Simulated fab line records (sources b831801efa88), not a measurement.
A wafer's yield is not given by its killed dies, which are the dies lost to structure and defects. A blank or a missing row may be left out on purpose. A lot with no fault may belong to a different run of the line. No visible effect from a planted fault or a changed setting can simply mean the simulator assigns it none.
Check for tools in common | flow gf180mcu | Sampled: 10 lots, 30 wafers

## WHY THIS WAS OPENED
At GF_MIM_RS_MEAS_10 the reading MIM_ALCU_RS is flagged on 2 of 10 lots. No-fault wafers: 0.1679 ohm/sq, standard deviation 0.0018.
Rule: a lot is flagged in two cases, either no wafer of it has a number, or all its wafers with numbers fall more than 4 standard deviations from that mean. The other lots count as sound.

lot  | measured     | on           | MIM_ALCU_RS (ohm/sq), wafer by wafer | flag
L199 | day 25 22:02 | filmMetro-01 | 0.1703 0.1663 0.1674                 | 
L200 | day 26 03:32 | filmMetro-02 | 0.1666 0.1681 0.1696                 | 
L201 | day 26 06:49 | filmMetro-04 | 0.1701 0.1712 0.1702                 | 
L203 | day 26 18:07 | filmMetro-02 | 0.1278 0.1267 0.1266                 | FLAGGED
L204 | day 27 05:31 | filmMetro-04 | 0.1289 0.1291 0.1273                 | FLAGGED
L211 | day 29 06:40 | filmMetro-02 | 0.1672 0.1670 0.1673                 | 
L213 | day 30 00:43 | filmMetro-02 | 0.1670 0.1663 0.1650                 | 
L214 | day 30 07:50 | filmMetro-02 | 0.1692 0.1676 0.1672                 | 
L217 | day 31 03:37 | filmMetro-02 | 0.1669 0.1683 0.1680                 | 
L219 | day 31 09:56 | filmMetro-04 | 0.1683 0.1686 0.1679                 | 
Average over the flagged lots: 0.1277 ohm/sq; offset from the usual -0.0402 ohm/sq, equal to -22 standard deviations.

## WHICH TOOL EACH LOT WENT THROUGH
The record holds 4 process steps before the reading, out of a route of 602 steps. Cell contents, in order: the tool; ch with the chambers the sampled wafers went through; the start.
lot  | flag    | GF_V4_SPUTTER_21            | GF_V4_SPUTTER_22            | GF_MIM_SPUTTER_00           | GF_MIM_SPUTTER_08
L199 |         | pvdSputter-03, day 25 20:37 | pvdSputter-03, day 25 20:40 | pvdSputter-04, day 25 21:36 | pvdSputter-01, day 25 21:58
L200 |         | pvdSputter-04, day 26 02:25 | pvdSputter-04, day 26 02:29 | pvdSputter-04, day 26 03:07 | pvdSputter-01, day 26 03:28
L201 |         | pvdSputter-02, day 26 05:40 | pvdSputter-02, day 26 05:43 | pvdSputter-03, day 26 06:21 | pvdSputter-01, day 26 06:44
L203 | FLAGGED | pvdSputter-02, day 26 16:59 | pvdSputter-02, day 26 17:03 | pvdSputter-03, day 26 17:41 | pvdSputter-01, day 26 18:02
L204 | FLAGGED | pvdSputter-03, day 27 04:23 | pvdSputter-03, day 27 04:26 | pvdSputter-04, day 27 05:04 | pvdSputter-01, day 27 05:26
L211 |         | pvdSputter-02, day 29 05:34 | pvdSputter-02, day 29 05:38 | pvdSputter-03, day 29 06:16 | pvdSputter-04, day 29 06:37
L213 |         | pvdSputter-02, day 29 23:36 | pvdSputter-02, day 29 23:40 | pvdSputter-04, day 30 00:17 | pvdSputter-03, day 30 00:39
L214 |         | pvdSputter-02, day 30 06:43 | pvdSputter-02, day 30 06:47 | pvdSputter-04, day 30 07:25 | pvdSputter-03, day 30 07:46
L217 |         | pvdSputter-03, day 31 02:28 | pvdSputter-03, day 31 02:32 | pvdSputter-01, day 31 03:10 | pvdSputter-04, day 31 03:31
L219 |         | pvdSputter-02, day 31 08:43 | pvdSputter-02, day 31 08:47 | pvdSputter-04, day 31 09:30 | pvdSputter-01, day 31 09:52
These steps, and what they do:
- GF_V4_SPUTTER_21: material Ti, target thk 15 nm, time 80.02 s.
- GF_V4_SPUTTER_22: material TiN, target thk 10 nm, time 40 s.
- GF_MIM_SPUTTER_00: material Ti, target thk 37.5 nm, time 150 s.
- GF_MIM_SPUTTER_08: material AlCu, target thk 200 nm, time 10.15 s.
- GF_MIM_RS_MEAS_10: measures by four-point-probe.

## FLAGGED AGAINST TOTAL, ONE TOOL AT A TIME (gauges that did the reading follow at the end)
step              | tool          | lots run | flagged | share of the flagged lots | sound lots run after its first flagged lot
GF_V4_SPUTTER_21  | pvdSputter-02 | 6        | 1       | some                      | 4 (L211,L213,L214,L219)
GF_V4_SPUTTER_21  | pvdSputter-03 | 3        | 1       | some                      | 1 (L217)
GF_V4_SPUTTER_21  | pvdSputter-04 | 1        | 0       | none                      | -
GF_V4_SPUTTER_22  | pvdSputter-02 | 6        | 1       | some                      | 4 (L211,L213,L214,L219)
GF_V4_SPUTTER_22  | pvdSputter-03 | 3        | 1       | some                      | 1 (L217)
GF_V4_SPUTTER_22  | pvdSputter-04 | 1        | 0       | none                      | -
GF_MIM_SPUTTER_00 | pvdSputter-01 | 1        | 0       | none                      | -
GF_MIM_SPUTTER_00 | pvdSputter-03 | 3        | 1       | some                      | 1 (L211)
GF_MIM_SPUTTER_00 | pvdSputter-04 | 6        | 1       | some                      | 3 (L213,L214,L219)
GF_MIM_SPUTTER_08 | pvdSputter-01 | 6        | 2       | all                       | 1 (L219)
GF_MIM_SPUTTER_08 | pvdSputter-03 | 2        | 0       | none                      | -
GF_MIM_SPUTTER_08 | pvdSputter-04 | 2        | 0       | none                      | -
GF_MIM_RS_MEAS_10 | filmMetro-01  | 1        | 0       | none                      | -
GF_MIM_RS_MEAS_10 | filmMetro-02  | 6        | 1       | some                      | 4 (L211,L213,L214,L217)
GF_MIM_RS_MEAS_10 | filmMetro-04  | 3        | 1       | some                      | 1 (L219)

## WHAT THE TABLE PERMITS
All flagged lots share 1 row of the table, namely pvdSputter-01 at GF_MIM_SPUTTER_08.
- pvdSputter-01 at GF_MIM_SPUTTER_08: 2 of its 6 lots flagged. After the first flagged lot (L219), sound lots still ran on it; a lasting fault on the whole tool would not permit that. Its own readings lie more than 4 standard deviations out on every wafer of the flagged lots: cathodeDcPowerW.
None of the table's rows ran every flagged lot and, after the first, no sound lot.

## WHAT THE SIMULATOR HAD INSERTED
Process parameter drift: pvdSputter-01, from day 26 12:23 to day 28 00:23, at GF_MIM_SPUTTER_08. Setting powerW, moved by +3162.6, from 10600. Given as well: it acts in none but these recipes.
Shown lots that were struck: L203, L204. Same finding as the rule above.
